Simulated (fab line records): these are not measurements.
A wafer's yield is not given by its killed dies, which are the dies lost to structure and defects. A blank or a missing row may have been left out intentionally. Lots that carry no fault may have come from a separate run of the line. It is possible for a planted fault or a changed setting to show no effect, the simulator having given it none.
Shared-tool check    flow sky130    36 wafers sampled across 12 lots

THE REASON FOR OPENING IT
At SKY_LDD_HVP_TW_MEAS_10 the reading LDD_HVP_TW is flagged on 1 of 12 lots. Wafers without a fault read 456, standard deviation 4.4.
Rule: a lot is flagged in two cases, either no wafer of it has a number, or all its wafers with numbers fall more than 4 standard deviations from that mean. The other lots count as sound.

lot   measured      on             LDD_HVP_TW, wafer by wafer  flag
L879  day 22 16:37  film metro-03  456 456 459                 
L880  day 22 23:39  film metro-02  453 454 450                 
L882  day 23 17:25  film metro-02  452 449 450                 
L883  day 24 06:03  film metro-02  451 449 450                 
L885  day 24 20:22  film metro-02  451 451 449                 
L887  day 25 13:46  film metro-02  30 30 30                    FLAGGED
L889  day 25 19:15  film metro-02  450 450 450                 
L894  day 28 01:07  film metro-01  464 461 461                 
L897  day 29 03:42  film metro-01  462 462 463                 
L898  day 29 09:57  film metro-02  454 450 451                 
L899  day 29 18:55  film metro-01  464 464 461                 
L900  day 30 01:35  film metro-02  456 457 457                 
On average the flagged lots' numbers are 30, which is -426 against the usual, or -97 standard deviations.

TOOL THAT RAN EACH LOT
Before the reading, the record contains 2 process steps out of a 708-step route. Each cell gives the tool, then ch followed by the chambers the sampled wafers passed through, then the start.
lot   flag     SKY_POLY_GATE_ETCH_16               SKY_LDD_HVP_EXPOSE_04
L879           rie diel-02 ch 1,2,3, day 17 08:28  iline stepper-01 ch 0, day 22 00:50
L880           rie diel-04 ch 0,2,3, day 17 16:25  iline stepper-01 ch 0, day 22 08:05
L882           rie diel-03 ch 0,1,3, day 18 12:01  iline stepper-02 ch 0, day 23 02:41
L883           rie diel-03 ch 1,3, day 19 00:04    iline stepper-01 ch 0, day 23 15:20
L885           rie diel-03 ch 0,3, day 19 15:25    iline stepper-02 ch 0, day 24 06:03
L887  FLAGGED  rie diel-04 ch 0,3, day 20 09:01    iline stepper-02 ch 0, day 24 22:30
L889           rie diel-02 ch 1,2,3, day 20 15:52  iline stepper-01 ch 0, day 25 04:28
L894           rie diel-02 ch 1,2, day 23 00:34    iline stepper-02 ch 0, day 27 10:02
L897           rie diel-04 ch 0,1,2, day 24 04:25  iline stepper-01 ch 0, day 28 13:25
L898           rie diel-04 ch 0,1,2, day 24 10:13  iline stepper-02 ch 0, day 28 19:39
L899           rie diel-03 ch 0,3, day 24 20:46    iline stepper-01 ch 0, day 29 04:46
L900           rie diel-04 ch 0,2,3, day 25 04:34  iline stepper-01 ch 0, day 29 11:29
What is done by these steps:
- SKY_POLY_GATE_ETCH_16: etches Si3N4 in CH3F/O2, stops on poly-Si, time 147.5 s, target depth 75 nm.
- SKY_LDD_HVP_EXPOSE_04: exposes mask HVPTM, target cd 700 nm.
- SKY_LDD_HVP_TW_MEAS_10

FLAGGED OVER TOTAL, TOOL BY TOOL (the gauges that took the reading come last)
step                    tool              lots run  flagged  share of the flagged lots  sound lots run after its first flagged lot
SKY_POLY_GATE_ETCH_16   rie diel-02       3         0        none                       -
SKY_POLY_GATE_ETCH_16   rie diel-03       4         0        none                       -
SKY_POLY_GATE_ETCH_16   rie diel-04       5         1        all                        3 (L897,L898,L900)
SKY_LDD_HVP_EXPOSE_04   iline stepper-01  7         0        none                       -
SKY_LDD_HVP_EXPOSE_04   iline stepper-02  5         1        all                        2 (L894,L898)
SKY_LDD_HVP_TW_MEAS_10  film metro-01     3         0        none                       -
SKY_LDD_HVP_TW_MEAS_10  film metro-02     8         1        all                        3 (L889,L898,L900)
SKY_LDD_HVP_TW_MEAS_10  film metro-03     1         0        none                       -

WHAT THE TABLE ALLOWS
Rows of the table that ran every flagged lot, 3 in all: rie diel-04 at SKY_POLY_GATE_ETCH_16, iline stepper-02 at SKY_LDD_HVP_EXPOSE_04, film metro-02 at SKY_LDD_HVP_TW_MEAS_10.
- rie diel-04 at SKY_POLY_GATE_ETCH_16: 1 of its 5 lots flagged. Sound lots followed the first flagged one (L897, L898, L900) on it, something a lasting fault affecting the whole tool could not allow.
- iline stepper-02 at SKY_LDD_HVP_EXPOSE_04: 1 of its 5 lots flagged. Sound lots followed the first flagged one (L894, L898) on it, something a lasting fault affecting the whole tool could not allow.
- film metro-02 at SKY_LDD_HVP_TW_MEAS_10: 1 of its 8 lots flagged. Sound lots followed the first flagged one (L889, L898, L900) on it, something a lasting fault affecting the whole tool could not allow.
Every row of the table either missed a flagged lot or ran a sound lot after the first.

WHAT THE SIMULATOR HAD PUT IN
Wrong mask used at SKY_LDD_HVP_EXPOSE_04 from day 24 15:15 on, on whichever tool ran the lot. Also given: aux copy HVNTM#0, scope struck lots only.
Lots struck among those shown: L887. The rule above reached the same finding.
